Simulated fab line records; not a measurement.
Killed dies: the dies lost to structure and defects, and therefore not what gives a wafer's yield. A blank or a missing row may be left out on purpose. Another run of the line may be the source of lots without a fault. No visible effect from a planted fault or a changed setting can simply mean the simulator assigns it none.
The same fault as seen by 2 desks + flow sky130 + every desk sees just its own numbers, and what lay behind them comes last

## DESK OF THE TOOL OWNER: implanter-01
The tool's own readings at SKY_NWELL_IMPLANT_12: means of the sampled wafers that have a number, for each lot that ran on this tool. The brackets show how far a lot's mean lies from the usual mean; more than 4 standard deviations puts the lot out of limits, marked OUT.
Columns: A = beam_on_s at SKY_NWELL_IMPLANT_12, usual 9.99 s; B = faraday_current_uA at SKY_NWELL_IMPLANT_12, usual 7.34
| lot  | first seen here | A                | B               |
|------|-----------------|------------------|-----------------|
| L754 | day 5 01:15     | 10.00            | 7.33            |
| L755 | day 5 10:40     | 9.98             | 7.34            |
| L756 | day 5 15:11     | 9.94             | 7.38            |
| L757 | day 5 20:25     | 10.04            | 7.31            |
| L761 | day 6 17:13     | 10.09            | 7.28            |
| L765 | day 7 20:42     | 11.48 (+7.8) OUT | 6.39 (-7.3) OUT |
| L769 | day 8 18:37     | 11.49 (+7.9) OUT | 6.38 (-7.4) OUT |
Finding of this desk: L765, L769 out of limits; the first was L765 at day 7 20:42, on beam_on_s at SKY_NWELL_IMPLANT_12. Within limits: L754, L755, L756, L757, L761.

## METROLOGY DESK
Lot by lot, what the gauges showed, no matter which tool ran the lot: averages of those sampled wafers that carry a number. The brackets show how far a lot's mean lies from the usual mean; more than 4 standard deviations puts the lot out of limits, marked OUT.
Columns: A = FIELD_ISO_OXIDATION_00_THK at SKY_FIELD_ISO_THK_MEAS_02, usual 12.10 nm; B = FIELD_ISO_CVD_24_THK at SKY_FIELD_ISO_THK_MEAS_25, usual 598 nm; C = NWELL_00_OVL at SKY_NWELL_OVL_MEAS_10, usual -0.2 nm
| lot  | first seen here | A     | B   | C    |
|------|-----------------|-------|-----|------|
| L752 | day 1 12:44     | 11.93 | 597 | 1.5  |
| L754 | day 1 22:21     | 11.82 | 601 | 0.2  |
| L755 | day 2 05:31     | 12.19 | 601 | 0.2  |
| L756 | day 2 08:32     | 12.57 | 590 | 0.0  |
| L757 | day 2 14:16     | 11.96 | 601 | -1.0 |
| L759 | day 2 23:33     | 12.49 | 598 | 0.7  |
| L760 | day 3 03:38     | 12.30 | 596 | -1.5 |
| L761 | day 3 09:13     | 11.75 | 593 | -1.7 |
| L765 | day 4 05:17     | 12.32 | 598 | -2.5 |
| L769 | day 5 02:34     | 12.33 | 593 | -0.4 |
| L771 | day 5 12:11     | 11.79 | 603 | 0.6  |
| L772 | day 5 17:43     | 12.20 | 599 | 0.1  |
| L773 | day 5 20:44     | 12.00 | 598 | -2.0 |
| L774 | day 6 02:22     | 12.24 | 600 | 0.5  |
Result from this desk: across the 14 lots, nothing is out of limits.

## TAKEN TOGETHER
At day 7 20:42, on L765, L769, the tool owner's desk was in a position to raise an alarm.
From the metrology desk's view, nothing was out of limits.
The metrology desk has L765, L769 on record, within its limits.
Of the lots named, all ran SKY_NWELL_IMPLANT_12 on implanter-01.

## WHAT THE SIMULATOR HAD INSERTED
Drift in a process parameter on implanter-01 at SKY_NWELL_IMPLANT_12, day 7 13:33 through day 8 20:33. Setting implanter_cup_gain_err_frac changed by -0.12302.
Shown lots that were struck: L765, L769.
Hours from the fault's start to each desk's first reading out of limits: the tool owner's desk, 7.
